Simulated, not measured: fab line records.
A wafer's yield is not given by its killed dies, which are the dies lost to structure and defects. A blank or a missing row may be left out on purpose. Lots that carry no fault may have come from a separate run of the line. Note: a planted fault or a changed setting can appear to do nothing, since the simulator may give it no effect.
fab line records ; flow sfq-line
[record] lots = 14; wafers = 42; last-day = 78
route steps=325 shown I0@56 M2@101 JJ@193 I5@233
lots with no fault: from the same line, run without faults
start-h: the number of hours between the record's first day and the start of the first shown wafer of the lot ; wait-h: hours since the lot's step before ; " same as the row above ; L1.1+2: one row covering several wafers at once ; - no value, or no start given ; * or withheld: withheld ; < > ~ a bound
route shown NAME@n: a module of which the file shows steps, and the number in the route of the first ; usual: the fault-free wafers' mean and standard deviation ; same: alike in all rows ; chamber/n: place in a boat ; sites: each site's reading ; _std_site: standard deviation across them ; _edge_site: mean of outer sites minus mean of inner sites ; radius-mm: how far each site lies from the wafer's centre ; mask NAME#n: copy n ; behind: the last tool/chamber to shape the wafer ; hold: why the lot was held/for how many hours/how that ended ; device: which transistor (n, p or np) failed to switch ; end of line: the same wafers' tests at the end of the route ; for a step that has no rows: nothing shown but its recipe ; killed: count of dies lost to structure and defects at first sort (not the wafer's yield) ; map: a wafer's dies, x killed, . not, _ none there
set.NAME: the setting the step ran with; set.NAME@STEP: the setting that earlier step ran with ; model.NAME: the simulator's own value behind a step, which no gauge read
steps of the route over a sample of lots; a table a step, a row a wafer
services: when a tool's chamber went out of use (start-h, in hours from the record's first day, below 0 if earlier), for how many hours, and the reason
[[steps]]
[step SFQ_TRILAYER_I0_VIA_STRIP_STRIP_035]
[recipe] gas = O2; power-w = 200; platen-temp-c = 40; overash-fraction = 0.65; chemistry = O2; pressure-mtorr = 50
[usual] drypump-motor-current-A = 6.0/0.31; oes-product-au = 0.995/0.011
lot.wafer;tool;chamber;start-h;wait-h;drypump-motor-current-A;oes-product-au;rf-hours-counter-h
L322.1;rie-metal-02;1;228.09;-;5.8;1.008;26
L322.2;rie-metal-02;0;228.09;-;5.6;0.991;119
L322.6;rie-metal-02;0;228.09;-;5.6;0.997;-
L323.2;rie-metal-03;1;231.69;-;6.6;0.984;178
L323.3;rie-metal-03;0;231.69;-;5.9;0.990;-
L323.6;rie-metal-03;0;231.69;-;5.9;0.984;-
L326.3;rie-metal-02;1;273.87;-;5.7;1.007;-
L326.5;rie-metal-02;0;273.87;-;5.6;0.993;-
L326.6;rie-metal-02;1;273.87;-;5.8;1.002;-
L327.1;rie-metal-03;0;283.51;-;5.9;0.990;38
L327.3;rie-metal-03;0;283.51;-;5.9;0.995;-
L327.6;rie-metal-03;0;283.51;-;5.9;0.990;-
L328.1;rie-metal-03;0;285.67;-;5.9;0.999;38
L328.4;rie-metal-03;0;285.67;-;5.9;1.002;-
L328.5;rie-metal-03;0;285.67;-;5.9;0.997;-
L329.3;rie-metal-03;0;292.31;-;5.9;0.984;-
L329.5;rie-metal-03;0;292.31;-;5.9;0.994;-
L329.6;rie-metal-03;0;292.31;-;5.9;0.995;-
L330.2;rie-metal-03;1;301.27;-;6.6;0.991;0
L330.3;rie-metal-03;1;301.27;-;6.6;0.984;-
L330.4;rie-metal-03;0;301.27;-;5.9;0.986;-
L331.1;rie-metal-03;0;309.67;-;5.9;0.985;44
L331.2;rie-metal-03;1;309.67;-;6.6;0.995;2
L331.6;rie-metal-03;1;309.67;-;6.6;0.989;-
L332.3;rie-metal-03;0;314.67;-;5.9;0.987;-
L332.4;rie-metal-03;1;314.67;-;6.6;0.987;-
L332.6;rie-metal-03;1;314.67;-;6.6;0.987;-
L333.1;rie-metal-03;0;319.27;-;5.9;0.993;46
L333.3;rie-metal-03;0;319.27;-;5.9;0.988;-
L333.5;rie-metal-03;1;319.27;-;6.6;0.988;-
L334.2;rie-metal-04;1;322.87;-;6.1;1.005;75
L334.3;rie-metal-04;0;322.87;-;5.8;0.991;-
L334.6;rie-metal-04;0;322.87;-;5.9;0.985;-
L341.2;rie-metal-04;0;371.97;-;5.8;0.996;50
L341.4;rie-metal-04;1;371.97;-;6.1;1.019;-
L341.6;rie-metal-04;0;371.97;-;5.8;1.001;-
L342.1;rie-metal-04;1;382.32;-;6.1;1.007;85
L342.3;rie-metal-04;1;382.32;-;6.1;1.009;-
L342.4;rie-metal-04;0;382.32;-;5.9;0.985;-
L344.3;rie-metal-04;0;392.12;-;5.8;0.996;-
L344.4;rie-metal-04;1;392.12;-;6.1;1.005;-
L344.6;rie-metal-04;1;392.12;-;6.1;0.992;-
[step SFQ_TRILAYER_M2_STRIP_STRIP_061]
[recipe] gas = O2; power-w = 200; platen-temp-c = 40; overash-fraction = 0.65; chemistry = O2; pressure-mtorr = 50
[usual] drypump-motor-current-A = 5.99/0.28; oes-product-au = 0.992/0.009
lot.wafer;tool;chamber;start-h;wait-h;drypump-motor-current-A;oes-product-au;rf-hours-counter-h
L322.1;rie-metal-02;0;468.27;0.1;5.56;0.983;163
L322.2;rie-metal-02;1;468.27;0.1;5.74;1.001;71
L322.6;rie-metal-02;0;468.27;0.1;5.58;0.988;-
L323.2;rie-metal-02;0;473.07;0.1;5.60;0.984;164
L323.3;rie-metal-02;0;473.07;0.1;5.58;0.987;-
L323.6;rie-metal-02;1;473.07;0.1;5.77;0.990;-
L326.3;rie-metal-01;1;522.57;0.2;6.33;0.997;-
L326.5;rie-metal-01;0;522.57;0.2;6.21;0.992;-
L326.6;rie-metal-01;1;522.57;0.2;6.34;0.994;-
L327.1;rie-metal-02;1;530.94;0.1;5.79;0.989;84
L327.3;rie-metal-02;0;530.94;0.1;5.60;0.985;-
L327.6;rie-metal-02;0;530.94;0.1;5.57;0.985;-
L328.1;rie-metal-04;1;536.94;0.1;6.07;1.018;113
L328.4;rie-metal-04;0;536.94;0.1;5.86;0.992;-
L328.5;rie-metal-04;0;536.94;0.1;5.86;0.984;-
L329.3;rie-metal-04;1;546.74;0.2;6.08;0.993;-
L329.5;rie-metal-04;1;546.74;0.2;6.11;1.002;-
L329.6;rie-metal-04;0;546.74;0.2;5.82;0.985;-
L330.2;rie-metal-02;1;564.34;0.1;5.75;1.004;87
L330.3;rie-metal-02;1;564.34;0.1;5.80;0.998;-
L330.4;rie-metal-02;0;564.34;0.1;5.53;0.988;-
L331.1;rie-metal-01;0;567.94;0.1;6.20;0.989;97
L331.2;rie-metal-01;1;567.94;0.1;6.33;0.991;72
L331.6;rie-metal-01;1;567.94;0.1;6.30;0.995;-
L332.3;rie-metal-04;1;571.74;0.2;6.11;0.989;-
L332.4;rie-metal-04;0;571.74;0.2;5.86;0.971;-
L332.6;rie-metal-04;1;571.74;0.2;6.05;0.999;-
L333.1;rie-metal-01;0;578.74;0.1;6.21;1.002;99
L333.3;rie-metal-01;0;578.74;0.1;6.18;0.995;-
L333.5;rie-metal-01;0;578.74;0.1;6.21;1.001;-
L334.2;rie-metal-01;1;583.54;0.1;6.33;0.988;75
L334.3;rie-metal-01;1;583.54;0.1;6.32;0.988;-
L334.6;rie-metal-01;0;583.54;0.1;6.20;0.992;-
L341.2;rie-metal-01;0;644.35;0.1;6.22;0.993;112
L341.4;rie-metal-01;0;644.35;0.1;6.23;1.004;-
L341.6;rie-metal-01;1;644.35;0.1;6.37;0.993;-
L342.1;rie-metal-04;0;651.55;0.1;5.85;0.965;100
L342.3;rie-metal-04;1;651.55;0.1;6.05;0.992;-
L342.4;rie-metal-04;0;651.55;0.1;5.84;0.979;-
L344.3;rie-metal-04;0;663.95;0.2;5.86;0.984;-
L344.4;rie-metal-04;1;663.95;0.2;6.08;0.992;-
L344.6;rie-metal-04;0;663.95;0.2;5.83;0.996;-
[step SFQ_TRILAYER_JJ_CE_BARC_OPEN_RIE_150]
[recipe] mask-material = PR; chemistry = O2; target-depth-nm = 240; target = BARC; icp-w = 600; bias-w = 80; pressure-mtorr = 10; time-s = 80
[usual] drypump-motor-current-A = 6.18/0.24; oes-product-au = 0.538/0.0044
lot.wafer;tool;chamber;start-h;wait-h;drypump-motor-current-A;oes-product-au;rf-hours-counter-h
L322.1;rie-metal-04;1;1012.16;1.0;6.09;0.530;28
L322.2;rie-metal-04;1;1012.16;1.0;6.05;0.543;-
L322.6;rie-metal-04;1;1012.16;1.0;6.04;0.540;-
L323.2;rie-metal-04;1;1023.09;0.8;6.11;0.539;-
L323.3;rie-metal-04;1;1023.09;0.8;6.06;0.540;-
L323.6;rie-metal-04;1;1023.09;0.8;6.06;0.534;-
L326.3;rie-metal-01;0;1068.53;0.6;6.19;0.536;-
L326.5;rie-metal-01;1;1068.53;0.6;6.33;0.541;-
L326.6;rie-metal-01;0;1068.53;0.6;6.20;0.544;-
L327.1;rie-metal-03;1;1075.70;1.0;6.59;0.541;136
L327.3;rie-metal-03;1;1075.70;1.0;6.61;0.546;-
L327.6;rie-metal-03;0;1075.70;1.0;5.91;0.535;-
L328.1;rie-metal-04;0;1088.90;1.0;5.86;0.536;12
L328.4;rie-metal-04;0;1088.90;1.0;5.82;0.533;-
L328.5;rie-metal-04;0;1088.90;1.0;5.83;0.540;-
L329.3;rie-metal-01;1;1097.33;0.6;6.36;0.543;-
L329.5;rie-metal-01;0;1097.33;0.6;6.17;0.535;-
L329.6;rie-metal-01;1;1097.33;0.6;6.33;0.538;-
L330.2;rie-metal-04;1;1105.65;0.8;6.10;0.543;46
L330.3;rie-metal-04;1;1105.65;0.8;6.10;0.540;-
L330.4;rie-metal-04;0;1105.65;0.8;5.83;0.533;-
L331.1;rie-metal-01;0;1116.00;1.0;6.22;0.538;16
L331.2;rie-metal-01;0;1116.00;1.0;6.17;0.536;-
L331.6;rie-metal-01;0;1116.00;1.0;6.18;0.538;-
L332.3;rie-metal-01;0;1123.26;0.7;6.18;0.544;-
L332.4;rie-metal-01;0;1123.26;0.7;6.22;0.540;-
L332.6;rie-metal-01;0;1123.26;0.7;6.24;0.537;-
L333.1;rie-metal-03;0;1125.60;1.0;5.92;0.538;13
L333.3;rie-metal-03;1;1125.60;1.0;6.60;0.534;-
L333.5;rie-metal-03;1;1125.60;1.0;6.58;0.538;-
L334.2;rie-metal-03;0;1128.00;0.8;5.93;0.542;13
L334.3;rie-metal-03;1;1128.00;0.8;6.61;0.538;-
L334.6;rie-metal-03;0;1128.00;0.8;5.90;0.544;-
L341.2;rie-metal-04;0;1173.60;0.8;5.86;0.536;28
L341.4;rie-metal-04;0;1173.60;0.8;5.85;0.533;-
L341.6;rie-metal-04;0;1173.60;0.8;5.86;0.547;-
L342.1;rie-metal-04;1;1182.00;1.0;6.08;0.540;61
L342.3;rie-metal-04;1;1182.00;1.0;6.09;0.546;-
L342.4;rie-metal-04;0;1182.00;1.0;5.83;0.537;-
L344.3;rie-metal-04;1;1185.63;0.6;6.12;0.538;-
L344.4;rie-metal-04;0;1185.63;0.6;5.83;0.544;-
L344.6;rie-metal-04;0;1185.63;0.6;5.84;0.535;-
[step SFQ_TRILAYER_I5_LITHO_PEB_147]
[recipe] peb-temp-c = 115; peb-time-s = 60; resist = KrF
[usual] heater-power-total-W = 79.15/0.061
lot.wafer;tool;chamber;start-h;wait-h;heater-power-total-W
L322.1;litho-track-01;0;1238.50;1.0;79.08
L322.2;litho-track-01;0;1238.50;1.0;79.03
L322.6;litho-track-01;0;1238.50;1.0;79.09
L323.2;litho-track-02;0;1250.52;0.8;79.05
L323.3;litho-track-02;0;1250.52;0.8;79.20
L323.6;litho-track-02;0;1250.52;0.8;79.17
L326.3;litho-track-01;0;1282.95;0.7;79.11
L326.5;litho-track-01;0;1282.95;0.7;79.12
L326.6;litho-track-01;0;1282.95;0.7;79.16
L327.1;litho-track-02;0;1288.90;1.0;79.26
L327.3;litho-track-02;0;1288.90;1.0;79.15
L327.6;litho-track-02;0;1288.90;1.0;79.09
L328.1;litho-track-04;0;1298.50;1.0;79.22
L328.4;litho-track-04;0;1298.50;1.0;79.19
L328.5;litho-track-04;0;1298.50;1.0;79.10
L329.3;litho-track-02;0;1313.37;0.7;79.27
L329.5;litho-track-02;0;1313.37;0.7;79.09
L329.6;litho-track-02;0;1313.37;0.7;79.19
L330.2;litho-track-01;0;1319.35;0.8;79.10
L330.3;litho-track-01;0;1319.35;0.8;79.16
L330.4;litho-track-01;0;1319.35;0.8;79.14
L331.1;litho-track-01;0;1326.52;1.0;79.23
L331.2;litho-track-01;0;1326.52;1.0;79.22
L331.6;litho-track-01;0;1326.52;1.0;79.19
L332.3;litho-track-01;0;1332.57;0.7;79.10
L332.4;litho-track-01;0;1332.57;0.7;79.15
L332.6;litho-track-01;0;1332.57;0.7;79.13
L333.1;litho-track-01;0;1337.32;1.0;79.25
L333.3;litho-track-01;0;1337.32;1.0;79.13
L333.5;litho-track-01;0;1337.32;1.0;80.23
L334.2;litho-track-01;0;1340.95;0.8;80.19
L334.3;litho-track-01;0;1340.95;0.8;79.19
L334.6;litho-track-01;0;1340.95;0.8;79.21
L341.2;litho-track-04;0;1379.15;0.8;79.13
L341.4;litho-track-04;0;1379.15;0.8;79.24
L341.6;litho-track-04;0;1379.15;0.8;79.16
L342.1;litho-track-04;0;1382.72;1.0;79.18
L342.3;litho-track-04;0;1382.72;1.0;79.12
L342.4;litho-track-04;0;1382.72;1.0;79.14
L344.3;litho-track-02;0;1390.07;0.7;79.11
L344.4;litho-track-02;0;1390.07;0.7;79.05
L344.6;litho-track-02;0;1390.07;0.7;79.25
[[services]]
tool;chamber;start-h;hours;kind
rie-metal-04;-;225.93;14.6;pm
rie-metal-04;-;250.74;4.3;pm
rie-metal-04;-;257.96;6.2;repair
rie-metal-04;-;311.05;6.7;repair
rie-metal-03;-;355.80;14.6;pm
rie-metal-01;1;359.49;5.3;repair
rie-metal-02;-;384.48;4.3;pm
rie-metal-01;-;662.20;2.8;pm
rie-metal-03;-;700.26;0.3;repair
rie-metal-03;1;724.10;8.6;repair
rie-metal-04;1;782.74;5.4;repair
rie-metal-04;-;826.84;1.4;pm
rie-metal-03;1;898.54;26.2;repair
rie-metal-03;-;923.14;0.3;repair
rie-metal-04;1;980.50;10.8;repair
rie-metal-04;-;1066.67;2.8;pm
rie-metal-03;-;1077.54;2.8;pm
rie-metal-01;-;1229.24;0.1;repair
rie-metal-01;0;1229.78;2.9;repair
rie-metal-04;1;1253.12;11.3;repair
rie-metal-03;1;1286.99;6.8;repair
rie-metal-01;0;1364.50;4.8;repair
rie-metal-01;-;1383.73;1.4;pm
rie-metal-03;1;1388.62;155.9;repair
[[key]]
[first-sign] step = SFQ_TRILAYER_I5_LITHO_PEB_147; reading = heater-power-total-W; direction = up; sigmas = 17; usual = 79.15; struck = 80.21
effect none on later readings
met-at SFQ_TRILAYER_I5_LITHO_PEB_147
struck-lots L333,L334
struck-wafers L333.5,L334.2
not-acting-at SFQ_TRILAYER_I0_VIA_STRIP_STRIP_035,SFQ_TRILAYER_M2_STRIP_STRIP_061,SFQ_TRILAYER_JJ_CE_BARC_OPEN_RIE_150
onset-between 1332.57 1337.32
[fault] kind = process-parameter-drift; tool = litho-track-01; chamber = -; onset-h = 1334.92; steps = SFQ_TRILAYER_I5_LITHO_PEB_147; channel = peb-time-s; offset = *; shape = step; end-h = 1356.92; scope = struck-wafers-only; acts-in = *; stated = *
